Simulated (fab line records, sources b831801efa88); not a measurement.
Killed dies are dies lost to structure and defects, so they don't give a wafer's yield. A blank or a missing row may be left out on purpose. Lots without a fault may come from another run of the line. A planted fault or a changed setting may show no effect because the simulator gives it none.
fab line records | flow sky130
record lots=7 wafers=19 last_day=49
route steps=708 shown CONTACT@418 METAL1@434 PAD_OPEN@708
lots that met no fault: from a run of the same line without faults
start_h: hours from the record's first day to the start of the lot's first wafer shown | wait_h: hours since the lot's step before | " the same as in the row above | L1.1+2: a row that stands for several wafers | - no value, or no start given | * or withheld: withheld | < > ~ a bound
route shown NAME@n: a module of which the file shows steps, and the number in the route of the first | usual: mean/standard deviation of fault-free wafers | same: alike in all rows | chamber/n: place in a boat | sites: the reading at each site | _std_site: their standard deviation | _edge_site: outer sites' mean less inner sites' | radius_mm: how far each site lies from the wafer's centre | mask NAME#n: copy n | behind: the tool/chamber that last shaped the wafer | hold: why the lot was held/for how many hours/how that ended | device: the transistor (n, p or np) that didn't switch | end of line: the same wafers' tests at the end of the route | a step without rows: its recipe alone | killed: dies lost to structure and defects at the first sort, not the wafer's yield | map: a wafer's dies, x killed, . not, _ none there
set.NAME: the setting as run; set.NAME@STEP: as run at that earlier step | model.NAME: the simulator's own value behind a step, which no gauge read
lots at some steps of the route; a table a step, a row a wafer
services: from which hour (start_h, from the record's first day; less than 0 if before it) a tool's chamber was out of use, for how many hours, and why
## steps
# step SKY_CONTACT_PEB_12
# recipe peb_temp_c=withheld peb_time_s=withheld resist=KrF-thick
# step SKY_CONTACT_DEVELOP_13
# recipe develop_time_s=60 resist=KrF-thick dev_temp_c=21
# step SKY_CONTACT_CD_MEAS_14
# recipe target_cd_nm=170
# usual cd_nm=170.5/1.2
# columns lot.wafer tool chamber start_h wait_h cd_nm
L910.2 cd_sem-01 - 771.27 - 170.7
L910.4 " - " " 169.8
L910.5 " - " " 171.2
L914.5 cd_sem-01 - 796.26 - 169.2
L914.6 " - " " 168.8
L915.2 cd_sem-01 - 800.07 - 168.0
L915.6 " - " " 169.6
L916.2 cd_sem-01 - 811.16 - 168.2
L916.4 " - " " 168.6
L916.6 " - " " 168.6
L924.1 cd_sem-02 - 871.94 - 169.2
L924.3 " - " " 171.2
L924.5 " - " " 170.6
L926.1 cd_sem-01 - 882.79 - 170.4
L926.4 " - " " 169.7
L926.6 " - " " 168.9
L927.2 cd_sem-02 - 884.00 - 171.7
L927.5 " - " " 169.3
L927.6 " - " " 170.7
# step SKY_CONTACT_OVL_MEAS_15
# usual CONTACT_OVL=0/5.7
# columns lot.wafer tool chamber start_h wait_h CONTACT_OVL[nm]
L910.2 overlay-02 - 771.38 0.1 -5
L910.4 " - " " -1
L910.5 " - " " -8
L914.5 overlay-02 - 796.32 0.0 -1
L914.6 " - " " 2
L915.2 overlay-01 - 800.18 0.1 8
L915.6 " - " " -1
L916.2 overlay-01 - 811.26 0.1 4
L916.4 " - " " -3
L916.6 " - " " 7
L924.1 overlay-02 - 872.06 0.1 -4
L924.3 " - " " 0
L924.5 " - " " 1
L926.1 overlay-02 - 882.91 0.1 -5
L926.4 " - " " -3
L926.6 " - " " -4
L927.2 overlay-01 - 884.10 0.1 3
L927.5 " - " " -1
L927.6 " - " " -1
# step SKY_CONTACT_ETCH_16
# recipe chemistry=N2/H2 target=BARC ion_energy_ev=200 source_w=500 bias_w=100 pressure_mtorr=30 n2_flow_sccm=100 h2_flow_sccm=200 stop_on=SiO2 time_s=45.9 target_depth_a=600
# usual drypump_motor_current_A=5.9/0.45 n2_flow_sccm=100.01/0.26 oes_product_au=0.855/0.0047 throttle_valve_pct=13.226/0.0096
# columns lot.wafer tool chamber start_h wait_h drypump_motor_current_A n2_flow_sccm oes_product_au rf_hours_counter_h throttle_valve_pct
L910.2 rie_diel-03 3 771.41 0.0 6.0 99.94 0.856 4 13.230
L910.4 " 2 " " 6.4 100.49 0.856 12 13.220
L910.5 " 2 " " 6.3 100.14 0.857 - 13.226
L914.5 rie_diel-01 2 796.35 0.0 5.9 100.08 0.856 - 13.220
L914.6 " 3 " " 5.8 99.88 0.852 - 13.237
L915.2 rie_diel-01 0 800.21 0.0 6.4 100.40 0.854 16 13.235
L915.6 " 1 " " 5.5 100.13 0.856 - 13.215
L916.2 rie_diel-04 1 811.29 0.0 6.4 100.40 0.853 12 13.210
L916.4 " 3 " " 4.8 99.65 0.853 8 13.237
L916.6 " 0 " " 5.7 100.19 0.850 - 13.221
L924.1 rie_diel-01 1 872.09 0.0 5.5 100.01 0.859 21 13.242
L924.3 " 3 " " 5.8 100.43 0.853 13 13.221
L924.5 " 1 " " 5.5 99.90 0.861 - 13.229
L926.1 rie_diel-03 2 882.94 0.0 6.4 100.11 0.847 15 13.231
L926.4 " 3 " " 5.9 99.69 0.856 7 13.240
L926.6 " 1 " " 6.1 99.94 0.859 - 13.216
L927.2 rie_diel-03 2 884.13 0.0 6.4 100.54 0.858 15 13.225
L927.5 " 0 " " 5.3 100.18 0.859 - 13.228
L927.6 " 3 " " 6.0 100.24 0.856 - 13.230
# step SKY_CONTACT_ETCH_17
# recipe target=SiO2 chemistry=C4F8/O2/Ar stop_on=Si3N4 mask_material=KrF-thick source_w=1500 bias_w=1200 pressure_mtorr=40 c4f8_flow_sccm=withheld O2_flow_sccm=6 Ar_flow_sccm=300 time_s=withheld target_depth_a=3400
# step SKY_CONTACT_ETCH_18
# recipe target=Si3N4 chemistry=CHF3/O2 stop_on=TiN source_w=600 bias_w=200 pressure_mtorr=40 chf3_flow_sccm=50 O2_flow_sccm=5 time_s=39 target_depth_a=750
# usual drypump_motor_current_A=5.9/0.45 oes_product_au=0.854/0.007 throttle_valve_pct=8.792/0.0089
# columns lot.wafer tool chamber start_h wait_h drypump_motor_current_A oes_product_au rf_hours_counter_h throttle_valve_pct
L910.2 rie_diel-03 3 - - 5.9 0.847 4 8.795
L910.4 " 2 " " 6.3 0.866 12 8.795
L910.5 " 2 " " 6.4 0.853 - 8.789
L914.5 rie_diel-01 2 - - 5.9 0.857 - 8.800
L914.6 " 3 " " 5.8 0.860 - 8.790
L915.2 rie_diel-01 0 - - 6.3 0.848 16 8.795
L915.6 " 1 " " 5.5 0.854 - 8.765
L916.2 rie_diel-04 1 - - 6.3 0.852 12 8.785
L916.4 " 3 " " 4.8 0.858 8 8.796
L916.6 " 0 " " 5.7 0.853 - 8.798
L924.1 rie_diel-01 1 - - 5.5 0.852 21 8.802
L924.3 " 3 " " 5.8 0.857 13 8.806
L924.5 " 1 " " 5.5 0.863 - 8.797
L926.1 rie_diel-03 2 - - 6.4 0.854 15 8.784
L926.4 " 3 " " 5.9 0.852 8 8.795
L926.6 " 1 " " 6.1 0.856 - 8.799
L927.2 rie_diel-03 2 - - 6.4 0.845 15 8.784
L927.5 " 0 " " 5.3 0.850 - 8.802
L927.6 " 3 " " 5.9 0.866 - 8.793
# step SKY_CONTACT_STRIP_19
# recipe chemistry=O2/N2 power_w=1400 pressure_mtorr=1500 platen_temp_c=withheld o2_flow_sccm=3000 n2_flow_sccm=300 overash_fraction=0.5
# usual drypump_motor_current_A=5.3/0.46 n2_flow_sccm=300.0/0.9 oes_product_au=0.381/0.0046 strip_time_to_endpoint_s=3.61/0.031
# columns lot.wafer tool chamber start_h wait_h drypump_motor_current_A n2_flow_sccm oes_product_au rf_hours_counter_h strip_time_to_endpoint_s
L910.2 plasma_asher-03 0 771.54 - 6.1 299.7 0.381 68 3.68
L910.4 " 1 " " 5.0 299.5 0.388 - 3.65
L910.5 " 0 " " 6.2 300.3 0.383 - 3.66
L914.5 plasma_asher-02 0 796.53 - 4.8 300.7 0.380 - 3.57
L914.6 " 1 " " 4.8 301.3 0.375 - 3.57
L915.2 plasma_asher-03 0 800.34 - 6.1 300.6 0.379 71 3.55
L915.6 " 0 " " 6.1 300.5 0.384 - 3.63
L916.2 plasma_asher-02 0 811.43 - 4.8 299.4 0.373 94 3.59
L916.4 " 0 " " 4.8 300.1 0.379 - 3.59
L916.6 " 1 " " 4.8 300.5 0.379 - 3.60
L924.1 plasma_asher-02 0 872.23 - 4.8 298.8 0.382 100 3.63
L924.3 " 1 " " 4.8 300.8 0.376 - 3.60
L924.5 " 1 " " 4.8 300.1 0.383 - 3.62
L926.1 plasma_asher-04 1 883.08 - 5.3 298.2 0.383 46 3.66
L926.4 " 0 " " 5.4 299.9 0.382 - 3.64
L926.6 " 0 " " 5.4 300.3 0.386 - 3.68
L927.2 plasma_asher-02 1 884.27 - 4.8 299.0 0.374 101 3.65
L927.5 " 0 " " 4.8 299.4 0.373 - 3.60
L927.6 " 1 " " 4.9 299.2 0.383 - 3.62
# step SKY_CONTACT_STRIP_20
# recipe chemistry=post_etch_residue_remover time_s=1200 temp_c=72.5
# step SKY_CONTACT_CLEAN_21
# recipe chemistry=IPA time_s=180 temp_c=25
# step SKY_CONTACT_CLEAN_22
# recipe chemistry=O3/DIW dry=n2_spin
# step SKY_CONTACT_SPUTTER_23
# recipe material=TiN target_thk_nm=20 chamber_pressure_pa=5 power_w=4000 time_s=80
# usual throttle_valve_pct=29.8/1.1
# columns lot.wafer tool chamber start_h wait_h throttle_valve_pct
L910.2 pvd_sputter-03 - 772.50 0.0 29.8
L910.4 " - " " 28.9
L910.5 " - " " 28.6
L914.5 pvd_sputter-03 - 797.18 0.0 30.0
L914.6 " - " " 28.5
L915.2 pvd_sputter-03 - 800.99 0.0 30.0
L915.6 " - " " 30.1
L916.2 pvd_sputter-01 - 812.02 0.0 29.8
L916.4 " - " " 30.6
L916.6 " - " " 29.9
L924.1 pvd_sputter-03 - 872.82 0.0 30.0
L924.3 " - " " 30.0
L924.5 " - " " 28.4
L926.1 pvd_sputter-04 - 883.67 0.0 28.4
L926.4 " - " " 30.2
L926.6 " - " " 30.5
L927.2 pvd_sputter-04 - 884.87 0.0 32.5
L927.5 " - " " 32.4
L927.6 " - " " 29.1
# step SKY_CONTACT_CVD_24
# recipe material=W target_thk_nm=340 time_s=102.12 temp_c=400 pressure_torr=40
# usual heater_power_w=952/140
# columns lot.wafer tool chamber start_h wait_h heater_power_w model.W_of_CONTACT_CVD_24.thk_nm
L910.2 cvd_w-01 1 772.57 0.0 857 332.9
L910.4 " 0 " " 1209 337.6
L910.5 " 0 " " 1218 335.2
L914.5 cvd_w-02 0 797.28 0.1 903 488.7
L914.6 " 1 " " 898 487.9
L915.2 cvd_w-02 1 801.05 0.0 899 341.2
L915.6 " 0 " " 902 483.5
L916.2 cvd_w-02 0 812.08 0.0 895 339.2
L916.4 " 1 " " 871 339.6
L916.6 " 0 " " 895 484.2
L924.1 cvd_w-01 0 872.88 0.0 1201 336.1
L924.3 " 1 " " 836 336.6
L924.5 " 0 " " 1248 337.3
L926.1 cvd_w-02 0 883.73 0.0 906 340.9
L926.4 " 0 " " 917 344
L926.6 " 1 " " 889 341.2
L927.2 cvd_w-01 1 884.93 0.0 857 337.5
L927.5 " 0 " " 1203 334.3
L927.6 " 1 " " 850 335.6
# step SKY_CONTACT_RS_MEAS_25
# recipe thk_meas_gauge=four-point-probe reads=W_of_CONTACT_CVD_24+TiN_of_CONTACT_SPUTTER_23
# usual CONTACT_W_RS=0.339/0.0033
# columns lot.wafer tool chamber start_h wait_h hold CONTACT_W_RS[ohm/sq]
L910.2 film_metro-04 - 772.70 0.1 - 0.346
L910.4 " - " " - 0.341
L910.5 " - " " - 0.343
L914.5 film_metro-01 - 797.40 0.1 await_dispo/0.2h/release 0.235
L914.6 " - " " await_dispo/0.2h/release 0.235
L914.5 film_metro-01 - 797.69 0.3 - 0.235
L914.6 " - " " - 0.234
L915.2 film_metro-01 - 801.18 0.1 await_dispo/0.2h/release 0.337
L915.6 " - " " await_dispo/0.2h/release 0.237
L915.2 film_metro-01 - 801.47 0.3 - 0.337
L915.6 " - " " - 0.237
L916.2 film_metro-04 - 812.21 0.1 await_dispo/0.2h/release 0.338
L916.4 " - " " await_dispo/0.2h/release 0.338
L916.6 " - " " await_dispo/0.2h/release 0.236
L916.2 film_metro-04 - 812.49 0.3 - 0.338
L916.4 " - " " - 0.339
L916.6 " - " " - 0.236
L924.1 film_metro-04 - 872.99 0.1 - 0.342
L924.3 " - " " - 0.342
L924.5 " - " " - 0.341
L926.1 film_metro-02 - 883.84 0.1 - 0.336
L926.4 " - " " - 0.333
L926.6 " - " " - 0.336
L927.2 film_metro-04 - 885.06 0.1 - 0.341
L927.5 " - " " - 0.343
L927.6 " - " " - 0.342
# step SKY_CONTACT_THK_MEAS_26
# recipe thk_meas_gauge=xrf reads=W_of_CONTACT_CVD_24
# usual CONTACT_W_THK=345/3.8
# columns lot.wafer tool chamber start_h wait_h hold CONTACT_W_THK[nm]
L910.2 film_metro-04 - 772.81 0.1 - 336
L910.4 " - " " - 344
L910.5 " - " " - 341
L914.5 film_metro-01 - 801.38 3.7 await_dispo/0.2h/release 504
L914.6 " - " " await_dispo/0.2h/release 505
L914.5 film_metro-01 - 801.61 0.2 - 508
L914.6 " - " " - 508
L915.2 film_metro-01 - 805.51 4.0 await_dispo/0.2h/release 350
L915.6 " - " " await_dispo/0.2h/release 498
L915.2 film_metro-01 - 805.80 0.3 - 350
L915.6 " - " " - 499
L916.2 film_metro-04 - 817.60 5.1 await_dispo/0.2h/release 350
L916.4 " - " " await_dispo/0.2h/release 351
L916.6 " - " " await_dispo/0.2h/release 509
L916.2 film_metro-04 - 817.83 0.2 - 348
L916.4 " - " " - 351
L916.6 " - " " - 504
L924.1 film_metro-04 - 873.11 0.1 - 345
L924.3 " - " " - 345
L924.5 " - " " - 345
L926.1 film_metro-02 - 883.96 0.1 - 345
L926.4 " - " " - 347
L926.6 " - " " - 345
L927.2 film_metro-04 - 885.17 0.1 - 345
L927.5 " - " " - 343
L927.6 " - " " - 344
# step SKY_CONTACT_CMP_27
# recipe stop_on=SiO2 t_overpolish_s=15 down_force_psi=3.5 platen_rpm=60 target_thk_nm=0 pad_velocity_m_s=0.94248
# usual motor_current_A=10.7/0.99 slurry_flow_ml_min=150.0/0.46 time_to_endpoint_s=81.5/2.8
# columns lot.wafer tool chamber start_h wait_h hold motor_current_A slurry_flow_ml_min time_to_endpoint_s
L910.2 cmp-02 2 772.86 0.0 - 10.6 150.1 73.6
L910.4 " 0 " " - 10.4 149.3 77.7
L910.5 " 2 " " - 10.9 149.6 75.8
L914.5 cmp-02 2 804.77 3.1 await_dispo/2.9h/release 10.9 149.9 112.6
L914.6 " 3 " " await_dispo/2.9h/release 10.3 150.5 109.5
L915.2 cmp-02 1 808.17 2.4 await_dispo/2.2h/release 13.0 150.0 82.1
L915.6 " 2 " " await_dispo/2.2h/release 10.4 150.6 117.4
L916.2 cmp-02 3 822.01 4.2 await_dispo/3.5h/release 9.8 149.7 80.2
L916.4 " 0 " " await_dispo/3.5h/release 10.6 150.1 82.8
L916.6 " 0 " " await_dispo/3.5h/release 11.0 149.3 114.0
L924.3 cmp-02 2 873.17 0.0 - 10.7 150.4 80.9
L924.1 " 0 " " - 10.9 149.9 75.6
L924.5 " 3 " " - 10.4 149.7 80.4
L926.1 cmp-02 0 884.02 0.1 - 10.8 149.7 81.7
L926.4 " 3 " " - 10.2 150.0 83.9
L926.6 " 0 " " - 10.7 150.2 83.1
L927.2 cmp-01 2 885.46 0.3 - 10.0 149.4 82.0
L927.6 " 3 " " - 10.3 150.3 82.8
L927.5 " 0 " " - 12.1 150.5 81.3
# step SKY_METAL1_SPUTTER_00
# recipe material=Ti target_thk_nm=15 power_w=3000 time_s=10 chamber_pressure_pa=0.4
# usual throttle_valve_pct=30.0/1.2
# columns lot.wafer tool chamber start_h wait_h throttle_valve_pct
L910.2 pvd_sputter-02 - 773.16 0.2 30.8
L910.4 " - " " 30.4
L910.5 " - " " 30.7
L914.5 pvd_sputter-03 - 804.88 0.1 30.1
L914.6 " - " " 28.7
L915.2 pvd_sputter-04 - 808.32 0.1 29.1
L915.6 " - " " 32.7
L916.2 pvd_sputter-02 - 822.31 0.2 30.0
L916.4 " - " " 29.3
L916.6 " - " " 29.2
L924.1 pvd_sputter-03 - 873.47 0.1 29.7
L924.3 " - " " 30.3
L924.5 " - " " 28.3
L926.1 pvd_sputter-04 - 884.32 0.2 32.5
L926.4 " - " " 29.1
L926.6 " - " " 32.4
L927.2 pvd_sputter-04 - 885.61 0.1 32.3
L927.5 " - " " 27.9
L927.6 " - " " 30.3
# step SKY_PAD_OPEN_PROBE_99
# usual killed_at_M0_to_M3=43/7.5 killed_at_M4_up=3.3/1.9 killed_at_contacts=24/4.6 killed_at_front_end=16/4.9 killed_at_other=0.2/0.46 killed_dies=87/9.1 killed_open=47/7.4 killed_short=39/6.6
# same gross_dies=492 killed_at_back_side=0
# columns lot.wafer tool chamber start_h wait_h killed_at_M0_to_M3 killed_at_M4_up killed_at_contacts killed_at_front_end killed_at_other killed_dies killed_open killed_short
L910.2 prober-01 - 1103.85 0.1 40 4 25 11 0 80 51 28
L910.4 prober-01 - 1103.95 0.2 41 4 19 16 0 80 51 26
L910.5 prober-01 - 1104.00 0.2 38 7 20 16 0 81 43 38
L914.5 prober-02 - 1122.75 0.2 41 1 25 23 0 90 49 41
L914.6 prober-02 - 1122.80 0.2 38 2 24 20 0 84 47 37
L915.2 prober-01 - 1125.70 0.1 39 4 23 9 0 75 39 36
L915.6 prober-01 - 1125.90 0.2 41 3 19 32 2 97 57 40
L916.2 prober-02 - 1132.56 0.1 51 1 23 10 2 87 41 45
L916.4 prober-02 - 1132.66 0.2 38 3 24 16 1 82 47 35
L916.6 prober-02 - 1132.76 0.2 37 4 20 21 0 82 37 44
L924.1 prober-02 - 1173.96 0.1 36 6 22 18 0 82 38 41
L924.3 prober-02 - 1174.06 0.2 32 5 16 12 0 65 38 25
L924.5 prober-02 - 1174.16 0.2 35 7 18 17 0 77 39 38
L927.2 prober-02 - 1182.28 0.1 48 6 24 5 0 83 46 37
L927.5 prober-02 - 1182.43 0.2 30 4 24 20 0 78 47 31
L927.6 prober-02 - 1182.48 0.2 34 2 25 13 0 74 46 28
L926.1 prober-01 - 1183.91 0.1 34 3 22 11 0 70 29 41
L926.4 prober-01 - 1184.06 0.2 32 4 33 15 0 84 46 38
L926.6 prober-01 - 1184.16 0.2 27 5 33 9 0 74 37 37
# killed by level:class
L910.2 CONTACT:geometric_particle:open=11 VIA1:geometric_particle:open=9 VIA3:geometric_particle:open=8 VIA2:geometric_particle:open=7 CONTACT:geometric_particle:short=6 LI_CONTACT:geometric_particle:open=5 METAL1:geometric_particle:short=5 POLY_GATE:geometric_particle:open=4
L910.4 VIA1:geometric_particle:open=14 CONTACT:geometric_particle:open=12 VIA2:geometric_particle:open=5 METAL2:geometric_particle:short=4 VIA2:geometric_particle:short=4 VIA3:geometric_particle:open=4 FIELD_ISO:geometric_particle:open=3 POLY_GATE:geometric_particle:open=3
L910.5 CONTACT:geometric_particle:open=10 METAL2:geometric_particle:short=10 VIA3:geometric_particle:open=9 FIELD_ISO:geometric_particle:open=5 LI_CONTACT:geometric_particle:open=5 VIA1:geometric_particle:open=5 POLY_GATE:geometric_particle:open=4 VIA3:geometric_particle:short=4
L914.5 VIA1:geometric_particle:open=10 CONTACT:geometric_particle:open=9 FIELD_ISO:geometric_particle:short=8 METAL1:geometric_particle:short=8 LI_CONTACT:geometric_particle:open=7 LOCAL_INTERCONNECT:geometric_particle:short=6 VIA3:geometric_particle:open=6 FIELD_ISO:geometric_particle:open=5
L914.6 FIELD_ISO:geometric_particle:open=8 LI_CONTACT:geometric_particle:open=7 METAL1:geometric_particle:short=7 VIA1:geometric_particle:open=7 POLY_GATE:geometric_particle:open=5 LOCAL_INTERCONNECT:geometric_particle:short=5 CONTACT:geometric_particle:open=5 VIA3:geometric_particle:open=5
L915.2 CONTACT:geometric_particle:open=8 VIA1:geometric_particle:open=7 VIA3:geometric_particle:open=7 LI_CONTACT:geometric_particle:open=5 METAL1:geometric_particle:short=5 LOCAL_INTERCONNECT:geometric_particle:short=4 CONTACT:geometric_particle:short=4 VIA1:geometric_particle:short=4
L915.6 VIA1:geometric_particle:open=11 POLY_GATE:geometric_particle:open=9 CONTACT:geometric_particle:open=8 VIA2:geometric_particle:open=7 FIELD_ISO:geometric_particle:open=6 FIELD_ISO:geometric_particle:short=6 VIA3:geometric_particle:open=6 POLY_GATE:geometric_particle:short=5
L916.2 CONTACT:geometric_particle:open=13 VIA1:geometric_particle:open=11 VIA1:geometric_particle:short=8 VIA3:geometric_particle:short=6 METAL2:geometric_particle:short=5 VIA2:geometric_particle:short=5 CONTACT:geometric_particle:short=4 METAL1:geometric_particle:short=4
L916.4 VIA1:geometric_particle:open=10 CONTACT:geometric_particle:short=8 VIA2:geometric_particle:open=8 FIELD_ISO:geometric_particle:open=7 CONTACT:geometric_particle:open=7 VIA3:geometric_particle:open=5 LOCAL_INTERCONNECT:geometric_particle:short=4 VIA1:geometric_particle:short=4
L916.6 METAL1:geometric_particle:short=8 VIA3:geometric_particle:open=7 CONTACT:geometric_particle:short=6 CONTACT:geometric_particle:open=6 VIA1:geometric_particle:open=6 FIELD_ISO:geometric_particle:open=5 POLY_GATE:geometric_particle:short=5 METAL2:geometric_particle:short=5
L924.1 POLY_GATE:geometric_particle:short=8 CONTACT:geometric_particle:open=8 VIA1:geometric_particle:open=6 LI_CONTACT:geometric_particle:open=6 METAL2:geometric_particle:short=5 VIA3:geometric_particle:open=5 METAL4:geometric_particle:short=5 VIA2:geometric_particle:short=4
L924.3 CONTACT:geometric_particle:open=9 VIA2:geometric_particle:open=5 LI_CONTACT:geometric_particle:open=5 VIA1:geometric_particle:open=5 VIA3:geometric_particle:open=5 METAL4:geometric_particle:short=5 VIA3:geometric_particle:short=4 FIELD_ISO:geometric_particle:open=3
L924.5 VIA1:geometric_particle:open=7 LI_CONTACT:geometric_particle:open=7 VIA3:geometric_particle:open=7 METAL4:geometric_particle:short=6 FIELD_ISO:geometric_particle:short=5 POLY_GATE:geometric_particle:short=5 CONTACT:geometric_particle:short=4 VIA2:geometric_particle:open=4
L927.2 VIA1:geometric_particle:open=11 VIA2:geometric_particle:open=9 CONTACT:geometric_particle:open=8 VIA3:geometric_particle:open=8 LI_CONTACT:geometric_particle:open=7 METAL1:geometric_particle:short=6 VIA2:geometric_particle:short=5 METAL2:geometric_particle:short=4
L927.5 VIA1:geometric_particle:open=8 CONTACT:geometric_particle:short=6 CONTACT:geometric_particle:open=6 POLY_GATE:geometric_particle:open=5 LI_CONTACT:geometric_particle:open=5 LOCAL_INTERCONNECT:geometric_particle:short=5 VIA3:geometric_particle:open=5 FIELD_ISO:geometric_particle:short=4
L927.6 VIA1:geometric_particle:open=10 LI_CONTACT:geometric_particle:open=9 VIA3:geometric_particle:open=8 CONTACT:geometric_particle:open=7 FIELD_ISO:geometric_particle:short=4 VIA1:geometric_particle:short=4 FIELD_ISO:geometric_particle:open=3 LOCAL_INTERCONNECT:geometric_particle:short=3
L926.1 CONTACT:geometric_particle:open=9 METAL1:geometric_particle:short=6 CONTACT:geometric_particle:short=5 VIA1:geometric_particle:open=5 METAL2:geometric_particle:short=5 VIA3:geometric_particle:open=4 LOCAL_INTERCONNECT:geometric_particle:short=4 POLY_GATE:geometric_particle:short=3
L926.4 CONTACT:geometric_particle:open=15 VIA1:geometric_particle:open=8 LI_CONTACT:geometric_particle:open=7 CONTACT:geometric_particle:short=7 VIA3:geometric_particle:short=6 POLY_GATE:geometric_particle:short=5 METAL2:geometric_particle:short=5 METAL1:geometric_particle:short=4
L926.6 CONTACT:geometric_particle:open=11 LOCAL_INTERCONNECT:geometric_particle:short=7 METAL1:geometric_particle:short=6 FIELD_ISO:geometric_particle:open=4 LI_CONTACT:geometric_particle:short=4 LI_CONTACT:geometric_particle:open=4 CONTACT:geometric_particle:short=4 VIA1:geometric_particle:open=4
## services
# columns tool chamber start_h hours kind
cmp-02 - 748.24 - consumable_replace:conditioner
cmp-02 - 748.24 - consumable_replace:pad
cvd_w-02 0 755.18 2.6 repair
rie_diel-04 - 758.72 1.2 repair
pvd_sputter-03 - 763.75 4.4 repair
rie_diel-04 2 765.25 5.3 repair
rie_diel-04 - 775.12 0.5 repair
cvd_w-02 0 775.30 2.6 repair
plasma_asher-04 - 791.74 1.2 repair
plasma_asher-02 - 809.08 1.4 repair
cvd_w-01 - 810.97 1.3 repair
rie_diel-01 3 813.41 4.5 repair
pvd_sputter-02 - 825.14 1.9 repair
pvd_sputter-03 - 825.22 0.8 repair
cvd_w-01 - 827.34 2.8 pm
cmp-02 - 831.55 1.7 repair
rie_diel-01 2 846.09 5.6 repair
cmp-02 - 847.95 4.2 pm
cmp-01 - 850.42 2.6 repair
pvd_sputter-02 - 858.25 2.8 repair
pvd_sputter-02 - 872.79 3.7 repair
rie_diel-03 1 873.78 6.6 repair
cvd_w-02 - 879.38 1.3 repair
rie_diel-04 2 882.00 5.9 repair
## key
first_sign step=SKY_CONTACT_RS_MEAS_25 reading=visit direction=added
effect step=SKY_CONTACT_RS_MEAS_25 reading=CONTACT_W_RS direction=down sigmas=31 usual=0.339 struck=0.236
effect step=SKY_CONTACT_THK_MEAS_26 reading=visit direction=added
effect step=SKY_CONTACT_THK_MEAS_26 reading=CONTACT_W_THK direction=up sigmas=42 usual=345 struck=504
effect step=SKY_CONTACT_CMP_27 reading=time_to_endpoint_s direction=up sigmas=11 usual=* struck=*
model_effect step=SKY_CONTACT_CVD_24 value=W_of_CONTACT_CVD_24.thk_nm without=340.6 struck=486.1
met_at SKY_CONTACT_CVD_24
struck_wafers L914.5,L914.6,L915.6,L916.6
tester_left_out L914,L915,L916
fault kind=process_parameter_drift tool=cvd_w-02 chamber=- onset_h=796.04 steps=SKY_CONTACT_CVD_24 channel=target_thk_nm offset=146.23 shape=step end_h=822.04 scope=struck_wafers_only acts_in=these_recipes_only stated=340
# tester_left_out: of these lots the tester's yield and bins aren't shown, on N5 and GAA mostly nor the transistor test; their killed dies are dies lost to structure and defects alone, not to doping, threshold or leakage, so they don't give the yield
